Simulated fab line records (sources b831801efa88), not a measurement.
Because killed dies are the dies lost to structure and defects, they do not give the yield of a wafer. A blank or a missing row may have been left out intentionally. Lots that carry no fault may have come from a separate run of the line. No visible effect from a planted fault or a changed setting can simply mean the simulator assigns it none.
A struck lot beside a sound one | flow gf180mcu | 19 steps out of a route of 602
Sound: wafers L448.1, L448.5, L448.6. Wafers L455.3, L455.4, L455.6 were the ones struck. Last of all comes the cause.
Per side, at each step with rows, come the tool, then ch with its chambers, and then its first start. Under that, the readings that differ: sound wafers | struck wafers | difference of the means | sigmas: that difference in standard deviations of wafers without a fault.
alike: readings with means less than 2 such deviations apart, plus words and numbers identical on both sides. not compared: withheld readings, readings lacking a value on some wafer, bounds such as >300 that could conceal the same value, and numbers that have no deviation in the record and whose values overlap.
Wherever a step has rows on one side only, a row that says differs or no value, or a row with sigmas, the two part there. Numbers that have no deviation but don't overlap get no sigmas and don't part them. A reading missing from all wafers of one side parts the sides only when that side holds two or more wafers.

GF_V3_CMP_26: polishes, stops on SiO2, t overpolish 15 s, target thk 0 nm.
  sound on cmp-01 ch 0,1,3, day 26 04:20; struck on cmp-02 ch 2,3, day 28 07:55
reading             | sound    | struck   | difference | sigmas
timeToEndpointS (s) | 88 86 86 | 72 82 78 | -9         | -2
  alike: motorCurrentA, overpolishRunS, platenRpm, retainingRingPressureFrac
GF_M4_SPUTTER_00: material Ti, target thk 37.5 nm, time 150 s.
  sound: pvdSputter-03 at day 26 04:29; struck: pvdSputter-02 at day 28 08:13
  alike: throttleValvePct
then, 1 step without rows for these wafers: GF_M4_SPUTTER_01 (material TiN, target thk 30 nm, time 25 s).
GF_M4_SPUTTER_02: material AlCu, target thk 450 nm, time 23.9 s.
  sound: pvdSputter-03 at day 26 04:37; struck: pvdSputter-02 at day 28 08:21
  alike: throttleValvePct
GF_M4_SPUTTER_03: material Ti, target thk 10 nm, time 6.7 s.
  sound: pvdSputter-03 at day 26 04:38; struck: pvdSputter-02 at day 28 08:23
  alike: throttleValvePct
then, 1 step without rows for these wafers: GF_M4_SPUTTER_04 (material TiN, target thk 50 nm, time 41.7 s).
GF_M4_RS_MEAS_05: measurement is done with a four-point probe.
  sound: filmMetro-02 at day 26 04:42; struck: filmMetro-02 at day 28 08:29
  alike: M4_ALCU_RS
GF_M4_THK_MEAS_06: measures by xrf.
  sound: filmMetro-02 at day 26 04:49; struck: filmMetro-02 at day 28 08:35
  alike: M4_ALCU_THK
then, 4 steps without rows for these wafers: GF_M4_DEHYDRATE_07 (time 60 s); GF_M4_HMDS_08 (prime time 60 s); GF_M4_COAT_09 (resist thk 1000 nm); GF_M4_SOFTBAKE_10 (time 60 s).
GF_M4_EXPOSE_11: exposes mask Metal4, target cd 280 nm.
  sound on krfScanner-01 ch 0, day 26 14:55; struck on krfScanner-01 ch 0, day 28 18:01
  alike: mask, exposureDoseMJCm2
then, 2 steps without rows for these wafers: GF_M4_PEB_12 (peb time 90 s); GF_M4_DEVELOP_13 (develop time 60 s).
GF_M4_CD_MEAS_14: target cd 280 nm.
  sound: cdSem-02 at day 27 00:49; struck: cdSem-02 at day 29 03:48
reading   | sound             | struck            | difference | sigmas
cdNm (nm) | 280.2 279.4 280.8 | 246.5 227.1 232.2 | -44.9      | -45
  not compared: hold
GF_M4_OVL_MEAS_15:
  sound: overlay-02 at day 27 00:56; struck: overlay-01 at day 29 06:08
reading | sound | struck                                                                  | difference                   | sigmas
hold    | - - - | awaitDispo/2.2h/release awaitDispo/2.2h/release awaitDispo/2.2h/release | no value on the sound wafers | 
  alike: M4_OVL
GF_M4_METAL_ETCH_16: etches the open film in Cl2/BCl3, stops on SiO2, target depth 627.5 nm, time 104.6 s.
  sound on rieMetal-02 ch 0,1, day 27 00:59; struck on rieMetal-04 ch 0,1, day 29 06:12
reading            | sound             | struck          | difference | sigmas
model.M4.cdNm (nm) | 278.5 274.1 281.2 | 243.2 230.9 230 | -43.2      | 
  alike: drypumpMotorCurrentA, oesProductAu, throttleValvePct
  not compared: rfHoursCounterH
GF_M4_STRIP_17: strips in O2/N2.
  sound on plasmaAsher-01 ch 0,1, day 27 01:05; struck on plasmaAsher-03 ch 0,1, day 29 06:20
  alike: drypumpMotorCurrentA, heaterPowerW, oesProductAu, platenTempC, stripTimeToEndpointS
  not compared: rfHoursCounterH

WHERE THEY PART
Earliest at GF_V3_CMP_26; latest, in this record, at GF_M4_OVL_MEAS_15. Later steps at which nothing parts them and some readings are alike: GF_M4_METAL_ETCH_16, GF_M4_STRIP_17.

WHY: what the simulator had put in
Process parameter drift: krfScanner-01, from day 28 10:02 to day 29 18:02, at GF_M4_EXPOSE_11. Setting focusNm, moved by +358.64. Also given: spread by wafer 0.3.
